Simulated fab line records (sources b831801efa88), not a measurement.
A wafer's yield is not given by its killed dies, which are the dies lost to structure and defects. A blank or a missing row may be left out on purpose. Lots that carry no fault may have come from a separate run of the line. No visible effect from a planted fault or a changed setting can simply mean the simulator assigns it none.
Which tool is to blame? | flow sky130 | Sampling: 12 lots, 36 wafers, 5 of 708 route steps

== WHAT THE GAUGES READ, wafer by wafer ==
SKY_PWDE_OVL_MEAS_07.
lot  | measured    | on         | PWDE_OVL (nm)
L306 | day 4 08:43 | overlay-02 | -1.1 -0.8 -0.6
L310 | day 5 09:16 | overlay-02 | 0.1 0.9 0.5
L311 | day 5 16:24 | overlay-01 | -0.6 -0.9 -0.1
L312 | day 5 17:38 | overlay-01 | -0.5 -0.6 -0.1
L313 | day 5 19:20 | overlay-02 | -2.7 -1.6 -1.3
L314 | day 6 05:39 | overlay-02 | -0.2 -0.4 -1.1
L315 | day 6 11:59 | overlay-02 | 0.2 -1.7 -0.6
L320 | day 7 17:00 | overlay-02 | -2.8 -2.0 -0.9
L323 | day 8 08:55 | overlay-02 | -1.3 -1.6 -1.2
L324 | day 8 15:28 | overlay-01 | 1.0 2.7 2.0
L326 | day 8 22:46 | overlay-02 | 0.9 1.5 -0.3
L327 | day 9 08:16 | overlay-01 | -1.3 0.3 -0.1

SKY_NWELL_RS_MEAS_31: measurement is done with a four-point probe.
lot  | measured     | on            | PWDE_RS (ohm/sq)
L306 | day 5 21:58  | film-metro-02 | 5262 5258 5252
L310 | day 6 23:19  | film-metro-02 | 5278 5265 5254
L311 | day 7 08:00  | film-metro-02 | 5321 5308 5322
L312 | day 7 09:05  | film-metro-02 | 5282 5283 5273
L313 | day 7 11:59  | film-metro-02 | 5283 5292 5278
L314 | day 7 23:20  | film-metro-02 | 5274 5271 5306
L315 | day 8 05:25  | film-metro-02 | 5274 5277 5254
L320 | day 9 12:28  | film-metro-01 | 5240 5249 5247
L323 | day 10 05:58 | film-metro-02 | 5008 5006 5007
L324 | day 10 12:33 | film-metro-01 | 5012 5020 5012
L326 | day 10 19:26 | film-metro-01 | 5285 5308 5288
L327 | day 11 06:20 | film-metro-02 | 5242 5245 5262

== EACH LOT AND THE TOOL THAT RAN IT (in order: tool; ch and the chambers of the sampled wafers; start) ==
lot  | SKY_DNWELL_STRIP_08                 | SKY_PWDE_IMPLANT_08            | SKY_NWELL_STRIP_25
L306 | plasma-asher-01 ch 0,1, day 3 16:57 | implanter-01 ch 0, day 4 08:46 | plasma-asher-02 ch 0,1, day 5 21:25
L310 | plasma-asher-03 ch 0,1, day 4 15:04 | implanter-03 ch 0, day 5 09:20 | plasma-asher-02 ch 0,1, day 6 22:46
L311 | plasma-asher-01 ch 0,1, day 4 23:10 | implanter-03 ch 0, day 5 16:28 | plasma-asher-04 ch 0,1, day 7 07:26
L312 | plasma-asher-03 ch 0,1, day 4 23:59 | implanter-02 ch 0, day 5 17:41 | plasma-asher-04 ch 0,1, day 7 08:31
L313 | plasma-asher-01 ch 0,1, day 5 01:51 | implanter-02 ch 0, day 5 19:23 | plasma-asher-02 ch 0,1, day 7 11:26
L314 | plasma-asher-01 ch 0,1, day 5 11:08 | implanter-03 ch 0, day 6 05:43 | plasma-asher-04 ch 0, day 7 22:46
L315 | plasma-asher-01 ch 0,1, day 5 16:56 | implanter-02 ch 0, day 6 12:04 | plasma-asher-02 ch 0,1, day 8 04:52
L320 | plasma-asher-01 ch 1, day 6 21:04   | implanter-01 ch 0, day 7 17:02 | plasma-asher-02 ch 0,1, day 9 11:55
L323 | plasma-asher-02 ch 0,1, day 7 12:46 | implanter-03 ch 0, day 8 08:59 | plasma-asher-04 ch 0,1, day 10 05:25
L324 | plasma-asher-01 ch 0,1, day 7 18:28 | implanter-03 ch 0, day 8 15:32 | plasma-asher-04 ch 0,1, day 10 11:59
L326 | plasma-asher-03 ch 0,1, day 8 02:13 | implanter-01 ch 0, day 8 22:48 | plasma-asher-02 ch 0,1, day 10 18:47
L327 | plasma-asher-01 ch 0,1, day 8 10:54 | implanter-02 ch 0, day 9 08:20 | plasma-asher-04 ch 0,1, day 11 05:46
- SKY_DNWELL_STRIP_08: strips in O2/N2.
- SKY_PWDE_IMPLANT_08
- SKY_NWELL_STRIP_25: strips in O2/N2.

== AS READ BY THE TOOLS THEMSELVES (means over the sampled wafers that have a number; for cases with no such wafer, the mark the record gives instead) ==
SKY_DNWELL_STRIP_08.
lot  | tool            | drypump-motor-current-A (A) | oes-product-au (a.u.) | strip-time-to-endpoint-s (s)
L306 | plasma-asher-01 | 5.9                         | 0.724                 | 36.88
L310 | plasma-asher-03 | 5.3                         | 0.719                 | 36.99
L311 | plasma-asher-01 | 5.9                         | 0.724                 | 36.90
L312 | plasma-asher-03 | 5.3                         | 0.726                 | 36.78
L313 | plasma-asher-01 | 5.9                         | 0.724                 | 36.83
L314 | plasma-asher-01 | 5.9                         | 0.723                 | 36.99
L315 | plasma-asher-01 | 6.1                         | 0.724                 | 36.89
L320 | plasma-asher-01 | 6.4                         | 0.716                 | 36.98
L323 | plasma-asher-02 | 5.7                         | 0.721                 | 36.83
L324 | plasma-asher-01 | 5.9                         | 0.721                 | 37.01
L326 | plasma-asher-03 | 5.3                         | 0.721                 | 36.83
L327 | plasma-asher-01 | 5.9                         | 0.719                 | 36.74

SKY_PWDE_IMPLANT_08.
lot  | tool         | dose-ions-cm2 | faraday-current-uA
L306 | implanter-01 | 3.6e+12       | 20.2
L310 | implanter-03 | 3.6e+12       | 20.7
L311 | implanter-03 | 3.6e+12       | 20.0
L312 | implanter-02 | 3.6e+12       | 20.5
L313 | implanter-02 | 3.6e+12       | 19.9
L314 | implanter-03 | 3.6e+12       | 20.5
L315 | implanter-02 | 3.6e+12       | 20.4
L320 | implanter-01 | 3.6e+12       | 20.1
L323 | implanter-03 | 3.8e+12       | 21.6
L324 | implanter-03 | 3.8e+12       | 21.7
L326 | implanter-01 | 3.6e+12       | 20.2
L327 | implanter-02 | 3.6e+12       | 20.6

SKY_NWELL_STRIP_25.
lot  | tool            | drypump-motor-current-A (A) | oes-product-au (a.u.) | strip-time-to-endpoint-s (s)
L306 | plasma-asher-02 | 5.8                         | 0.723                 | 36.93
L310 | plasma-asher-02 | 6.2                         | 0.724                 | 36.91
L311 | plasma-asher-04 | 5.9                         | 0.722                 | 36.81
L312 | plasma-asher-04 | 5.9                         | 0.722                 | 36.99
L313 | plasma-asher-02 | 5.7                         | 0.722                 | 36.89
L314 | plasma-asher-04 | 5.3                         | 0.722                 | 36.77
L315 | plasma-asher-02 | 5.7                         | 0.719                 | 36.88
L320 | plasma-asher-02 | 5.7                         | 0.723                 | 36.96
L323 | plasma-asher-04 | 6.0                         | 0.726                 | 37.04
L324 | plasma-asher-04 | 5.9                         | 0.719                 | 36.77
L326 | plasma-asher-02 | 5.7                         | 0.724                 | 36.91
L327 | plasma-asher-04 | 6.0                         | 0.722                 | 37.13

== THE ANSWER, worked out from the rows above alone ==
Rule: the usual values come from the lots themselves. The widest of any qualifying gaps counts: lots, ordered by their means at a reading, are off when they make up no more than a third of the lots, leave a main group of 4 or more, and stand apart from it by 3 or more times the standard deviation of that group's means. If all means in a main group match to the digits the tables above print for the reading, that group is not used. Also off: a lot with no number at a reading for which 4 or more lots have one. Where the step has rows for the other lots, those lots are counted as sound. The gauges are gone through in route order, then the tools' own readings, and for those a lot's mean is taken as printed above. At the first step where some lot is off, the reading lying furthest off is the one used; lots without a number count as furthest.
Off: L323, L324, seen at SKY_NWELL_RS_MEAS_31 (PWDE_RS). Mean 5274 ohm/sq and standard deviation 21 in the main group.
A tool fits if, at a process step before that reading, it ran every lot that is off, and no sound lot after the first of them. Not tried: the gauges at SKY_NWELL_RS_MEAS_31; whatever is off there is also off at SKY_PWDE_IMPLANT_08, on other tools, and gauge error can't account for it. One fits: implanter-03 at SKY_PWDE_IMPLANT_08. A fault onset in the window from L314 (day 6 05:43, its last sound lot) to L323 (day 8 08:59, its first lot off) fits.
The tool's own readings at SKY_PWDE_IMPLANT_08 bear it out: on the lots that are off they differ by more than 5 times the standard deviation of the sound lots' means. dose-ions-cm2 reads 3.8e+12 there against 3.6e+12 on the sound lots; faraday-current-uA reads 21.6 there against 20.3 on the sound lots.

== WHAT WAS PUT IN BY THE SIMULATOR ==
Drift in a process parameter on implanter-03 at SKY_PWDE_IMPLANT_08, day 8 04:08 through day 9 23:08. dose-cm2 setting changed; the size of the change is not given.
Struck lots among those shown: L323, L324. The same result came from the rule above.
